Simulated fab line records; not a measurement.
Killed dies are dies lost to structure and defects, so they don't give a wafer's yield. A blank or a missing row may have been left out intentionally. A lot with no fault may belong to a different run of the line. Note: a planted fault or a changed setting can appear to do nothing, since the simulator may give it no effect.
Struck lot and sound lot, side by side	flow gf180mcu	36 out of 602 route steps
Sound: the wafers L623.3, L623.4, L623.6. Struck: wafers L628.3, L628.5 (left out: L628.4, a lot-mate that was not struck); the cause follows at the end.
For every step that has rows: the tool of each side, followed by ch and its chambers, followed by its first start. Under that, the readings that differ: sound wafers	struck wafers	difference of the means	sigmas: that difference in standard deviations of wafers without a fault.
alike: same words and numbers on both sides, and readings whose means sit less than 2 such deviations apart. not compared: any withheld reading, any reading some wafer has no value for, any bound like >300 that may hide the same value, and any number with overlapping values for which the record gives no deviation.
Wherever a step has rows on one side only, a row that says differs or no value, or a row with sigmas, the two part there. Numbers that have no deviation but don't overlap get no sigmas and don't part them. A reading missing from all wafers of one side parts the sides only when that side holds two or more wafers.

first, 2 steps without rows for these wafers: GF_M1_PEB_12 (peb time 90 s); GF_M1_DEVELOP_13 (develop time 60 s).
GF_M1_CD_MEAS_14: target cd 230 nm.
  sound on cd sem-01, day 19 17:32; struck on cd sem-02, day 21 08:35
  alike: cd nm
GF_M1_OVL_MEAS_15:
  sound on overlay-01, day 19 17:38; struck on overlay-02, day 21 08:41
  alike: M1_OVL
then, 5 steps without rows for these wafers: GF_M1_METAL_ETCH_16 (etches the open film in Cl2/BCl3, stops on SiO2, target depth 627.5 nm, time 108 s); GF_M1_STRIP_17 (strips in O2/N2); GF_M1_STRIP_18 (strips in post etch residue remover, time 1200 s); GF_M1_CLEAN_19 (cleans in DIW); GF_V1_CVD_00 (deposits SiO2, target thk 600 nm, time 100 s).
GF_V1_THK_MEAS_01:
  sound on film metro-04, day 19 18:28; struck on film metro-04, day 21 09:27
  alike: V1_CVD_00_THK
GF_V1_CVD_02: deposits SiO2 from TEOS, target thk 850 nm, time 94.851 s.
  sound on pecvd-02 ch 0,1, day 19 18:30; struck on pecvd-03 ch 2, day 21 09:29
  alike: heater power w
GF_V1_THK_MEAS_03:
  sound on film metro-03, day 19 18:35; struck on film metro-04, day 21 09:35
  alike: V1_CVD_02_THK
GF_V1_CMP_04: polishes SiO2.
  sound on cmp-02 ch 1,3, day 19 18:38; struck on cmp-02 ch 0, day 21 09:37
reading	sound	struck	difference	sigmas
time to endpoint s (s)	81 80 86	14 23	-64	-13
model.SiO2_of_V1_CVD_02.thk nm (nm)	632 632.5 631.5	788.9 789.5	+157.2	
  alike: motor current A, slurry flow ml min
GF_V1_BOW_MEAS_05:
  sound on film metro-04, day 19 18:58; struck on film metro-04, day 21 10:14
reading	sound	struck	difference	sigmas
V1_BOW (um)	78 77 78	- -	no value on the struck wafers	
  not compared: hold
then, 7 steps without rows for these wafers: GF_V1_HMDS_07 (prime time 60 s); GF_V1_COAT_08; GF_V1_COAT_09 (resist thk 1000 nm); GF_V1_SOFTBAKE_10 (time 60 s); GF_V1_EXPOSE_11 (exposes mask Via1, target cd 260 nm); GF_V1_PEB_12 (peb time 90 s); GF_V1_DEVELOP_13 (develop time 60 s).
GF_V1_CD_MEAS_14: target cd 260 nm.
  sound on cd sem-01, day 20 18:37; struck on cd sem-02, day 22 10:00
  alike: cd nm
GF_V1_OVL_MEAS_15:
  sound on overlay-02, day 20 18:42; struck on overlay-02, day 22 10:06
reading	sound	struck	difference	sigmas
V1_OVL (nm)	-12 -14 -13	2 -1	+14	+2
GF_V1_ETCH_16: etches BARC in N2/H2.
  sound on rie diel-03 ch 1,2,3, day 20 18:43; struck on rie diel-04 ch 1,3, day 22 10:07
  alike: chamber pressure mTorr, drypump motor current A, n2 flow sccm, oes product au, throttle valve pct
GF_V1_ETCH_17: etches SiO2 in C4F8/O2/Ar, stops on TiN, target depth 630 nm.
  sound on rie diel-03 ch 1,2,3; struck on rie diel-04 ch 1,3
reading	sound	struck	difference	sigmas
oes product au (a.u.)	0.848 0.865 0.848	0.978 0.974	+0.122	+27
model.etch.depth nm (nm)	632 632.5 631.5	788.9 789.5	+157.2	
model.V1.feature depth nm (nm)	632 632.5 631.5	788.9 789.5	+157.2	
  alike: chamber pressure mTorr
then, 4 steps without rows for these wafers: GF_V1_STRIP_18 (strips in O2/N2); GF_V1_STRIP_19 (strips in post etch residue remover, time 1200 s); GF_V1_CLEAN_20 (cleans in DIW); GF_V1_SPUTTER_21 (material Ti, target thk 15 nm, time 80.02 s).
GF_V1_SPUTTER_22: material TiN, target thk 10 nm, time 40 s.
  sound on pvd sputter-01, day 20 19:52; struck on pvd sputter-01, day 22 10:50
  alike: throttle valve pct
GF_V1_CVD_23: deposits W, target thk 350 nm, time 105.05 s.
  sound on cvd w-02 ch 0,1, day 20 19:56; struck on cvd w-02 ch 0, day 22 10:55
  alike: heater power w
GF_V1_RS_MEAS_24: measurement is done with a four-point probe.
  sound on film metro-01, day 20 20:03; struck on film metro-01, day 22 11:02
  alike: V1_W_RS
GF_V1_THK_MEAS_25: measures by xrf.
  sound on film metro-01, day 20 20:09; struck on film metro-01, day 22 11:08
  alike: V1_W_THK
GF_V1_CMP_26: polishes, stops on SiO2, t overpolish 15 s, target thk 0 nm.
  sound on cmp-02 ch 0,1, day 20 20:11; struck on cmp-01 ch 0,3, day 22 11:10
reading	sound	struck	difference	sigmas
model.SiO2_of_V1_CVD_02.thk nm (nm)	628.2 628.7 627.7	785.1 785.8	+157.2	
  alike: motor current A, slurry flow ml min
GF_M2_SPUTTER_00: material Ti, target thk 37.5 nm, time 150 s.
  sound on pvd sputter-04, day 20 20:29; struck on pvd sputter-03, day 22 11:28
  alike: throttle valve pct
-- the record jumps here: 10 days lie between the struck wafers' starts before and after (it left off in module M2 and takes up again in module PASSIVATION, whose first step shown is number 602 of the route) --
GF_PASSIVATION_PROBE_99:
  sound on prober-01, day 31 04:12; struck on prober-02, day 32 06:58
reading	sound	struck	difference	sigmas
hold	- - -	await dispo/7.8h/release await dispo/7.8h/release	no value on the sound wafers	
model.etest.via1 chain.rc ohm	6.255 6.322 6.336	8.244 7.474	+1.555	
model.etest.met2 comb.leak log10 a um	-11.92 -12.11 -12.22	-9.523 -11.54	+1.552	

== WHERE THEY PART ==
First at GF_V1_CMP_04; last, within this record, at GF_PASSIVATION_PROBE_99.

WHY: what the simulator had put in
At GF_V1_CMP_04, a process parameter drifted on cmp-02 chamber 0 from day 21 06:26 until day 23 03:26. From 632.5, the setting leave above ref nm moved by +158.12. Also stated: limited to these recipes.
